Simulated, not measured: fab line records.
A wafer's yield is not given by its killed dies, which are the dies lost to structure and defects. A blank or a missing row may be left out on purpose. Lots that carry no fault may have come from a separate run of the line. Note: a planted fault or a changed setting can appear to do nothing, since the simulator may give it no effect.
fab line records    flow sky130
[record] lots = 5  wafers = 15  last-day = 50
route steps=708 shown VIA2@521 METAL3@532 PAD_OPEN@708
lots that met no fault: from a run of the same line without faults
start-h: hours from the record's opening day to when the first of the lot's shown wafers began    wait-h: hours elapsed since this lot's preceding step    " identical to the entry in the row above    L1.1+2: a row that stands for several wafers    - no value, or no start was given    * or withheld: withheld    < > ~ a bound
route shown NAME@n: a module of which the file shows steps, and the number in the route of the first    usual: mean and standard deviation over wafers with no fault    same: alike in all rows    chamber/n: place in a boat    sites: the reading at each site    _std_site: their standard deviation    _edge_site: inner sites' mean taken away from outer sites' mean    radius-mm: how far each site lies from the wafer's centre    mask NAME#n: copy n    behind: the last tool/chamber to shape the wafer    hold: why the lot was held/for how many hours/how that ended    device: the transistor (n, p or np) that didn't switch    end of line: at the end of the route, the tests of the same wafers    for a step that has no rows: nothing shown but its recipe    killed: the dies lost at the first sort to structure and to defects; this is not the yield of the wafer    map: per-die view of a wafer (x killed, . not killed, _ where there is no die)
set.NAME: the run value of the setting; set.NAME@STEP: its run value at that earlier step    model.NAME: the simulator's own value behind a step, which no gauge read
lots seen at some steps along the route; tables by step, rows by wafer
services: a tool's chamber out of use, with start hour (start-h, from the record's first day; less than 0 if before it), hours out, and reason
[[steps]]
[step SKY_VIA2_ETCH_14]
[recipe] chemistry = N2/H2  target = BARC  ion-energy-ev = 200  source-w = 500  bias-w = 100  pressure-mtorr = 30  n2-flow-sccm = 100  h2-flow-sccm = 200  stop-on = SiO2  time-s = 45.9  target-depth-a = 600
[usual] drypump-motor-current-A = 5.9/0.5  oes-product-au = 0.855/0.005  rf-fwd-power-W = 494.7/1.8  throttle-valve-pct = 13.226/0.01
lot.wafer  tool         chamber  start-h  wait-h  drypump-motor-current-A  oes-product-au  rf-fwd-power-W  rf-hours-counter-h  throttle-valve-pct
L279.3     rie-diel-02  3        887.66   0.0     6.0                      0.859           495.9           7                   13.228
L279.5     "            2        "        "       5.6                      0.856           491.3           -                   13.202
L279.6     "            3        "        "       6.0                      0.862           497.0           -                   13.227
L284.2     rie-diel-04  1        924.76   0.0     5.9                      0.851           494.5           11                  13.229
L284.4     "            3        "        "       6.3                      0.857           493.4           6                   13.219
L284.6     "            2        "        "       6.4                      0.853           492.7           -                   13.225
L285.2     rie-diel-01  0        936.27   0.0     5.5                      0.856           498.3           11                  13.236
L285.4     "            3        "        "       4.7                      0.863           494.5           20                  13.211
L285.5     "            1        "        "       6.0                      0.848           497.5           -                   13.230
L289.2     rie-diel-04  1        966.76   0.0     5.9                      0.857           495.1           13                  13.235
L289.4     "            3        "        "       6.3                      0.851           497.3           7                   13.236
L289.5     "            3        "        "       6.3                      0.856           496.4           -                   13.228
L295.1     rie-diel-02  3        1028.77  0.0     6.1                      0.859           494.2           11                  13.230
L295.3     "            1        "        "       5.7                      0.851           494.2           25                  13.225
L295.5     "            1        "        "       5.7                      0.853           492.9           -                   13.233
[step SKY_VIA2_ETCH_15]
[recipe] target = SiO2  chemistry = C4F8/O2/Ar  target-depth-nm = 546  stop-on = TiN  mask-material = KrF-thick  source-w = 1500  bias-w = 1200  pressure-mtorr = 40  c4f8-flow-sccm = withheld  O2_flow_sccm = 6  Ar_flow_sccm = 300  time-s = 84
[usual] oes-product-au = 0.939/0.0044  rf-fwd-power-W = 1490/5.4
lot.wafer  tool         chamber  start-h  wait-h  oes-product-au  rf-fwd-power-W  rf-hours-counter-h
L279.3     rie-diel-02  3        887.70   0.0     0.939           1491            7
L279.5     "            2        "        "       0.940           1487            -
L279.6     "            3        "        "       0.943           1486            -
L284.2     rie-diel-04  1        924.80   0.0     0.938           1487            11
L284.4     "            3        "        "       0.940           1495            6
L284.6     "            2        "        "       0.944           1493            -
L285.2     rie-diel-01  0        936.31   0.0     0.938           1497            11
L285.4     "            3        "        "       0.941           1485            20
L285.5     "            1        "        "       0.940           1495            -
L289.2     rie-diel-04  1        966.80   0.0     0.940           1491            13
L289.4     "            3        "        "       0.942           1493            7
L289.5     "            3        "        "       0.936           1491            -
L295.1     rie-diel-02  3        1028.81  0.0     0.944           1486            11
L295.3     "            1        "        "       0.926           1490            25
L295.5     "            1        "        "       0.941           1488            -
[step SKY_VIA2_STRIP_16]
[recipe] chemistry = O2/N2  power-w = 1400  pressure-mtorr = 1500  platen-temp-c = withheld  o2-flow-sccm = 3000  n2-flow-sccm = 300  overash-fraction = 0.5
[usual] drypump-motor-current-A = 5.74/0.29  oes-product-au = 0.399/0.0053  strip-time-to-endpoint-s = 4.06/0.037
lot.wafer  tool             chamber  start-h  wait-h  drypump-motor-current-A  oes-product-au  rf-hours-counter-h  strip-time-to-endpoint-s
L279.3     plasma-asher-01  1        887.80   0.1     5.29                     0.405           -                   4.08
L279.5     "                1        "        "       5.30                     0.399           -                   4.10
L279.6     "                0        "        "       5.74                     0.388           -                   4.10
L284.2     plasma-asher-02  1        924.87   0.0     5.48                     0.405           107                 4.05
L284.4     "                0        "        "       6.13                     0.403           -                   4.09
L284.6     "                0        "        "       6.15                     0.399           -                   4.04
L285.2     plasma-asher-04  1        936.38   0.0     5.95                     0.401           20                  4.02
L285.4     "                0        "        "       5.48                     0.397           -                   4.03
L285.5     "                1        "        "       5.97                     0.400           -                   4.04
L289.2     plasma-asher-01  0        966.86   0.0     5.78                     0.398           86                  4.05
L289.4     "                0        "        "       5.80                     0.410           -                   4.14
L289.5     "                1        "        "       5.29                     0.405           -                   4.12
L295.1     plasma-asher-04  1        1028.88  0.0     5.95                     0.396           28                  4.04
L295.3     "                0        "        "       5.52                     0.400           -                   4.08
L295.5     "                0        "        "       5.50                     0.406           -                   4.09
[step SKY_VIA2_STRIP_17]
[recipe] chemistry = post-etch-residue-remover  time-s = 1200  temp-c = 72.5
[step SKY_VIA2_CLEAN_18]
[recipe] chemistry = IPA  time-s = 180  temp-c = 25
[step SKY_VIA2_CLEAN_19]
[recipe] chemistry = O3/DIW  dry = n2-spin
[step SKY_VIA2_SPUTTER_20]
[recipe] material = TiN  target-thk-nm = 20  chamber-pressure-pa = 5  power-w = 4000  time-s = 80
[usual] cathode-dc-power-W = 4000.0/0.79  chamber-pressure-pa = 4.998/0.0094  throttle-valve-pct = 29.8/0.87
lot.wafer  tool            chamber  start-h  wait-h  cathode-dc-power-W  chamber-pressure-pa  throttle-valve-pct
L279.3     pvd-sputter-02  -        888.36   0.0     4000.3              5.000                29.3
L279.5     "               -        "        "       3999.1              5.007                29.2
L279.6     "               -        "        "       3999.8              4.987                30.7
L284.2     pvd-sputter-03  -        925.56   0.0     3999.5              5.003                29.2
L284.4     "               -        "        "       4000.2              5.001                28.9
L284.6     "               -        "        "       4000.4              4.994                29.5
L285.2     pvd-sputter-02  -        937.01   0.0     4000.3              4.998                29.3
L285.4     "               -        "        "       3999.7              5.028                30.6
L285.5     "               -        "        "       4001.1              4.992                29.1
L289.2     pvd-sputter-04  -        967.49   0.0     3999.8              5.015                29.3
L289.4     "               -        "        "       4000.0              5.000                29.3
L289.5     "               -        "        "       3998.6              5.000                29.2
L295.1     pvd-sputter-02  -        1029.47  0.0     4001.0              4.997                30.6
L295.3     "               -        "        "       3999.6              4.993                30.3
L295.5     "               -        "        "       3999.9              4.999                30.3
[step SKY_VIA2_CVD_21]
[recipe] material = W  target-thk-nm = 420  time-s = 126.4  temp-c = 400  pressure-torr = 40
[step SKY_VIA2_RS_MEAS_22]
[recipe] thk-meas-gauge = four-point-probe  reads = W_of_VIA2_CVD_21+TiN_of_VIA2_SPUTTER_20
[usual] VIA2_W_RS = 0.2722/0.0029
lot.wafer  tool           chamber  start-h  wait-h  VIA2_W_RS[ohm/sq]
L279.3     film-metro-03  -        888.59   0.1     0.2740
L279.5     "              -        "        "       0.2796
L279.6     "              -        "        "       0.2713
L284.2     film-metro-04  -        925.77   0.1     0.2720
L284.4     "              -        "        "       0.2750
L284.6     "              -        "        "       0.2727
L285.2     film-metro-02  -        937.22   0.1     0.2729
L285.4     "              -        "        "       0.2709
L285.5     "              -        "        "       0.2718
L289.2     film-metro-02  -        967.71   0.1     0.2752
L289.4     "              -        "        "       0.2723
L289.5     "              -        "        "       0.2731
L295.1     film-metro-02  -        1029.66  0.1     0.2674
L295.3     "              -        "        "       0.2700
L295.5     "              -        "        "       0.2696
[step SKY_VIA2_THK_MEAS_23]
[recipe] thk-meas-gauge = xrf  reads = W_of_VIA2_CVD_21
[usual] VIA2_W_THK = 433/6.7
lot.wafer  tool           chamber  start-h  wait-h  VIA2_W_THK[nm]
L279.3     film-metro-03  -        888.69   0.1     423
L279.5     "              -        "        "       418
L279.6     "              -        "        "       432
L284.2     film-metro-04  -        925.88   0.1     445
L284.4     "              -        "        "       437
L284.6     "              -        "        "       445
L285.2     film-metro-02  -        937.33   0.1     428
L285.4     "              -        "        "       433
L285.5     "              -        "        "       434
L289.2     film-metro-02  -        967.82   0.1     425
L289.4     "              -        "        "       430
L289.5     "              -        "        "       425
L295.1     film-metro-02  -        1029.78  0.1     440
L295.3     "              -        "        "       435
L295.5     "              -        "        "       441
[step SKY_VIA2_CMP_24]
[recipe] stop-on = SiO2  t-overpolish-s = 20  down-force-psi = 3.5  platen-rpm = 60  target-thk-nm = 0  pad-velocity-m-s = 0.94248
[step SKY_METAL3_SPUTTER_00]
[recipe] material = Ti  target-thk-nm = 15  power-w = 3000  time-s = 10  chamber-pressure-pa = 0.4
[step SKY_METAL3_SPUTTER_01]
[recipe] material = TiN  target-thk-nm = 20  power-w = 6500  time-s = 16.7  chamber-pressure-pa = 0.4
[usual] cathode-dc-power-W = 6500.1/1.2  chamber-pressure-pa = 0.4001/0.00088  throttle-valve-pct = 29.4/1
lot.wafer  tool            chamber  start-h  wait-h  cathode-dc-power-W  chamber-pressure-pa  throttle-valve-pct  model.TiN_of_METAL3_SPUTTER_01.thk-nm
L279.3     pvd-sputter-04  -        889.05   0.0     6500.2              0.3981               28.5                20.3
L279.5     "               -        "        "       6501.3              0.3989               28.6                20.16
L279.6     "               -        "        "       6501.2              0.3995               31.6                20.28
L284.2     pvd-sputter-01  -        926.32   0.0     6502.6              0.3993               27.4                19.91
L284.4     "               -        "        "       6501.6              0.5119               26.3                18.88
L284.6     "               -        "        "       6502.3              0.3990               27.7                20.07
L285.2     pvd-sputter-04  -        937.71   0.0     6502.9              0.3992               29.3                19.92
L285.4     "               -        "        "       6498.2              0.4008               29.5                19.76
L285.5     "               -        "        "       6500.1              0.3999               29.3                19.91
L289.2     pvd-sputter-03  -        968.19   0.0     6500.3              0.4003               29.0                20.32
L289.4     "               -        "        "       6500.6              0.3988               30.9                20.4
L289.5     "               -        "        "       6500.4              0.3998               29.0                20.33
L295.1     pvd-sputter-01  -        1030.16  0.0     6502.4              0.4008               29.3                20.69
L295.3     "               -        "        "       6500.3              0.4009               29.7                20.17
L295.5     "               -        "        "       6500.0              0.4015               27.3                20.22
[step SKY_METAL3_SPUTTER_02]
[recipe] material = AlCu  target-thk-nm = 735  power-w = 10600  time-s = 39.1  chamber-pressure-pa = 0.4
[usual] cathode-dc-power-W = 10600/1.7  chamber-pressure-pa = 0.4000/0.00079  throttle-valve-pct = 29.4/1.1
lot.wafer  tool            chamber  start-h  wait-h  cathode-dc-power-W  chamber-pressure-pa  throttle-valve-pct
L279.3     pvd-sputter-04  -        889.07   0.0     10603               0.4004               28.7
L279.5     "               -        "        "       10601               0.3993               28.6
L279.6     "               -        "        "       10600               0.3996               31.6
L284.2     pvd-sputter-01  -        926.34   0.0     10602               0.4007               27.7
L284.4     "               -        "        "       10602               0.3991               29.4
L284.6     "               -        "        "       10596               0.3988               27.5
L285.2     pvd-sputter-04  -        937.73   0.0     10605               0.4002               29.2
L285.4     "               -        "        "       10604               0.4006               29.7
L285.5     "               -        "        "       10604               0.3999               29.3
L289.2     pvd-sputter-03  -        968.21   0.0     10599               0.4008               29.4
L289.4     "               -        "        "       10603               0.4004               30.8
L289.5     "               -        "        "       10598               0.4003               29.4
L295.1     pvd-sputter-01  -        1030.19  0.0     10599               0.4001               29.3
L295.3     "               -        "        "       10602               0.4016               29.5
L295.5     "               -        "        "       10601               0.3994               27.5
[step SKY_PAD_OPEN_PROBE_99]
[usual] defect-limited-yield = 82.8/2.1  killed_at_M0_to_M3 = 42/6.6  killed_at_M4_up = 3.1/1.9  killed-at-contacts = 24/5.6  killed-at-front-end = 15/4.8  killed-at-other = 0.3/0.48  killed-dies = 84/10  killed-on-rim = 16/3.9  killed-open = 47/6.8  killed-short = 37/6.8  sort_bin_3_pad_short = 0.9/0.48  sort_bin_5_function = 10.1/1.4  sort_bin_6_memory = 6.2/1.2  sort-n-pass = 408/10  sort-yield-pct = 82.8/2.1
[same] gross-dies = 492  killed-at-back-side = 0  sort_bin_4_leakage[%] = 0  sort_bin_8_speed[%] = 0
lot.wafer  tool       chamber  start-h  wait-h  defect-limited-yield[%]  killed_at_M0_to_M3  killed_at_M4_up  killed-at-contacts  killed-at-front-end  killed-at-other  killed-dies  killed-on-rim  killed-open  killed-short  sort_bin_3_pad_short[%]  sort_bin_5_function[%]  sort_bin_6_memory[%]  sort-n-pass  sort-yield-pct[%]
L279.3     prober-02  -        1106.73  0.2     83.7                     35                  0                25                  20                   0                80           15             41           39            0.2                      9.6                     6.5                   412          83.7
L279.5     prober-02  -        1106.83  0.2     81.9                     37                  2                29                  20                   1                89           17             53           36            0.8                      9.6                     7.7                   403          81.9
L279.6     prober-02  -        1106.88  0.2     84.8                     37                  1                26                  11                   0                75           15             44           31            1.4                      7.7                     6.1                   417          84.8
L285.2     prober-01  -        1145.53  0.1     80.1                     42                  3                30                  23                   0                98           17             50           48            2.2                      10.4                    7.3                   394          80.1
L285.4     prober-01  -        1145.63  0.2     86.0                     28                  6                23                  12                   0                69           13             43           26            0.2                      8.3                     5.5                   423          86.0
L285.5     prober-01  -        1145.68  0.2     82.9                     43                  1                23                  17                   0                84           16             48           36            0.2                      11.2                    5.7                   408          82.9
L289.2     prober-02  -        1168.17  0.1     83.5                     49                  4                22                  6                    0                81           15             42           39            0.4                      11.0                    5.1                   411          83.5
L289.4     prober-02  -        1168.27  0.2     85.2                     37                  3                15                  18                   0                73           16             43           30            0.2                      11.4                    3.3                   419          85.2
L289.5     prober-02  -        1168.32  0.2     80.7                     50                  4                23                  17                   1                95           18             56           39            1.2                      11.4                    6.7                   397          80.7
L295.1     prober-01  -        1209.30  0.1     83.3                     45                  6                21                  10                   0                82           13             47           35            0.6                      11.6                    4.5                   410          83.3
L295.3     prober-01  -        1209.40  0.2     82.9                     41                  2                24                  17                   0                84           15             45           39            1.2                      9.8                     6.1                   408          82.9
L295.5     prober-01  -        1209.50  0.2     83.5                     36                  1                25                  18                   1                81           12             52           29            0.8                      11.0                    4.7                   411          83.5
// killed by level:class
L279.3 VIA1:geometric-particle:open=12 LI_CONTACT:geometric-particle:open=9 POLY_GATE:geometric-particle:short=6 CONTACT:geometric-particle:open=6 CONTACT:geometric-particle:short=6 VIA1:geometric-particle:short=4 METAL2:geometric-particle:short=4 VIA2:geometric-particle:open=4
L279.5 CONTACT:geometric-particle:open=12 VIA1:geometric-particle:open=10 FIELD_ISO:geometric-particle:open=7 LI_CONTACT:geometric-particle:open=6 VIA3:geometric-particle:open=5 FIELD_ISO:geometric-particle:short=4 POLY_GATE:geometric-particle:open=4 POLY_GATE:geometric-particle:short=4
L279.6 VIA1:geometric-particle:open=12 CONTACT:geometric-particle:open=10 VIA3:geometric-particle:open=6 LI_CONTACT:geometric-particle:short=5 CONTACT:geometric-particle:short=5 FIELD_ISO:geometric-particle:open=4 VIA2:geometric-particle:open=4 VIA3:geometric-particle:short=4
L285.2 CONTACT:geometric-particle:open=10 VIA1:geometric-particle:open=8 METAL1:geometric-particle:short=6 LOCAL_INTERCONNECT:geometric-particle:short=6 CONTACT:geometric-particle:short=6 FIELD_ISO:geometric-particle:open=5 FIELD_ISO:geometric-particle:short=5 VIA2:geometric-particle:open=5
L285.4 VIA1:geometric-particle:open=11 CONTACT:geometric-particle:open=10 LI_CONTACT:geometric-particle:open=5 VIA3:geometric-particle:open=4 METAL4:geometric-particle:short=4 FIELD_ISO:geometric-particle:open=3 POLY_GATE:geometric-particle:short=3 LOCAL_INTERCONNECT:geometric-particle:short=3
L285.5 VIA3:geometric-particle:open=9 VIA1:geometric-particle:short=8 CONTACT:geometric-particle:open=7 FIELD_ISO:geometric-particle:open=5 CONTACT:geometric-particle:short=5 VIA1:geometric-particle:open=5 VIA2:geometric-particle:open=5 POLY_GATE:geometric-particle:open=4
L289.2 CONTACT:geometric-particle:open=11 VIA1:geometric-particle:open=10 VIA1:geometric-particle:short=8 METAL2:geometric-particle:short=6 VIA2:geometric-particle:open=6 VIA3:geometric-particle:short=6 CONTACT:geometric-particle:short=5 VIA3:geometric-particle:open=5
L289.4 VIA1:geometric-particle:open=12 FIELD_ISO:geometric-particle:short=5 METAL2:geometric-particle:short=5 VIA3:geometric-particle:open=5 LI_CONTACT:geometric-particle:open=4 CONTACT:geometric-particle:open=4 VIA2:geometric-particle:open=4 FIELD_ISO:geometric-particle:open=3
L289.5 VIA1:geometric-particle:open=13 VIA3:geometric-particle:open=13 LI_CONTACT:geometric-particle:open=8 CONTACT:geometric-particle:open=5 VIA1:geometric-particle:short=5 VIA3:geometric-particle:short=5 FIELD_ISO:geometric-particle:short=4 POLY_GATE:geometric-particle:open=4
L295.1 VIA1:geometric-particle:open=9 LI_CONTACT:geometric-particle:open=8 METAL2:geometric-particle:short=8 CONTACT:geometric-particle:open=7 VIA3:geometric-particle:open=7 METAL1:geometric-particle:short=6 VIA2:geometric-particle:open=5 METAL4:geometric-particle:short=5
L295.3 CONTACT:geometric-particle:open=10 VIA1:geometric-particle:open=10 VIA2:geometric-particle:open=6 METAL1:geometric-particle:short=5 LI_CONTACT:geometric-particle:open=5 FIELD_ISO:geometric-particle:short=4 LOCAL_INTERCONNECT:geometric-particle:short=4 CONTACT:geometric-particle:short=4
L295.5 VIA1:geometric-particle:open=12 LI_CONTACT:geometric-particle:open=8 CONTACT:geometric-particle:open=8 POLY_GATE:geometric-particle:short=6 CONTACT:geometric-particle:short=6 VIA3:geometric-particle:open=6 FIELD_ISO:geometric-particle:open=5 METAL2:geometric-particle:short=5
[[services]]
tool             chamber  start-h  hours  kind
rie-diel-04      -        879.72   1.5    repair
plasma-asher-04  -        894.74   0.4    repair
plasma-asher-04  -        903.33   1.3    repair
pvd-sputter-01   -        908.64   2.2    repair
pvd-sputter-02   -        927.87   0.9    repair
plasma-asher-02  -        929.94   3.6    repair
pvd-sputter-04   2        931.12   -      consumable-replace:kit
pvd-sputter-04   2        931.12   18.0   scheduled-down
pvd-sputter-04   2        931.12   18.0   vent-cycle
plasma-asher-04  -        975.69   2.8    pm
pvd-sputter-01   1        994.52   -      consumable-replace:kit
pvd-sputter-01   1        994.52   18.0   scheduled-down
pvd-sputter-01   1        994.52   18.0   vent-cycle
pvd-sputter-03   1        1003.30  -      consumable-replace:kit
pvd-sputter-03   1        1003.30  18.0   scheduled-down
pvd-sputter-03   1        1003.30  18.0   vent-cycle
rie-diel-01      3        1003.96  5.2    repair
pvd-sputter-03   -        1016.58  0.5    repair
pvd-sputter-01   -        1019.03  4.9    repair
rie-diel-02      2        1019.04  7.8    repair
rie-diel-01      -        1023.78  0.5    repair
rie-diel-01      -        1027.65  2.8    pm
[[key]]
[first-sign] step = SKY_METAL3_SPUTTER_01  reading = chamber-pressure-pa  direction = up  sigmas = 99+  usual = 0.4001  struck = 0.5119
effect none on later readings
[model-effect] step = SKY_METAL3_SPUTTER_01  value = TiN_of_METAL3_SPUTTER_01.thk-nm  without = 19.68  struck = 18.88
met-at SKY_METAL3_SPUTTER_01
struck-wafers L284.4
[fault] kind = process-parameter-drift  tool = pvd-sputter-01  chamber = -  onset-h = 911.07  steps = SKY_METAL3_SPUTTER_01  channel = chamber-pressure-pa  offset = 0.11162  shape = step  end-h = 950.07  acts-in = these-recipes-only  stated = 0.4  scope = struck-wafers-only
